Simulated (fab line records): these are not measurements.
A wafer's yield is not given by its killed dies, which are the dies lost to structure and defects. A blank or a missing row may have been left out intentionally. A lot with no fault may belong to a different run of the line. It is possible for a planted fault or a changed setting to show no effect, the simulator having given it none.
Which of the tools did it? + flow gf180mcu + at 1 step of a route of 602, 15 lots with 45 wafers sampled

WHAT EACH GAUGE READ, for each wafer
GF_V5_THK_MEAS_03.
| lot  | measured     | on           | V5_CVD_02_THK (nm) |
|------|--------------|--------------|--------------------|
| L641 | day 26 00:43 | filmMetro-01 | 1456 1487 1456     |
| L642 | day 26 10:23 | filmMetro-01 | 1447 1437 1475     |
| L643 | day 27 01:17 | filmMetro-04 | 1425 1451 1478     |
| L644 | day 27 12:01 | filmMetro-04 | 1450 1436 1473     |
| L645 | day 27 20:35 | filmMetro-02 | 1444 1435 1438     |
| L646 | day 28 03:13 | filmMetro-01 | 1445 1491 1458     |
| L651 | day 29 09:45 | filmMetro-02 | 1454 1465 1481     |
| L652 | day 30 00:14 | filmMetro-02 | 1474 1473 1482     |
| L655 | day 30 12:24 | filmMetro-04 | 1449 1461 1480     |
| L658 | day 31 11:31 | filmMetro-04 | 1427 1429 1433     |
| L659 | day 31 18:26 | filmMetro-02 | 1453 1475 1482     |
| L660 | day 31 22:43 | filmMetro-04 | 1439 1451 1460     |
| L662 | day 32 11:22 | filmMetro-01 | 1438 1452 1463     |
| L663 | day 32 15:04 | filmMetro-01 | 1426 1467 1470     |
| L664 | day 32 18:19 | filmMetro-01 | 1443 1460 1470     |

WHAT TOOL EACH LOT RAN ON (gives the tool, then ch and the chambers of the sampled wafers, and finally the start)
No process step before these readings appears in the record.

AS READ BY THE TOOLS THEMSELVES (means over the sampled wafers that have a number; for cases with no such wafer, the mark the record gives instead)
The record holds no such reading with a usual standard deviation.

THE ANSWER, worked out from the rows above alone
Rule: what is usual is taken from the lots themselves. The widest of any qualifying gaps counts: lots, ordered by their means at a reading, are off when they make up no more than a third of the lots, leave a main group of 4 or more, and stand apart from it by 3 or more times the standard deviation of that group's means. A main group is skipped when, at the precision printed for the reading in the tables above, its means are all equal. Also off: a lot with no number at a reading for which 4 or more lots have one. Any other lot the step has rows for is counted as sound. The gauges are gone through in route order, then the tools' own readings, and for those a lot's mean is taken as printed above. At the first step where some lot is off, the reading lying furthest off is the one used; lots without a number count as furthest.
Nothing can be told from this: no lot is off at any reading shown.

WHAT WAS PUT IN BY THE SIMULATOR
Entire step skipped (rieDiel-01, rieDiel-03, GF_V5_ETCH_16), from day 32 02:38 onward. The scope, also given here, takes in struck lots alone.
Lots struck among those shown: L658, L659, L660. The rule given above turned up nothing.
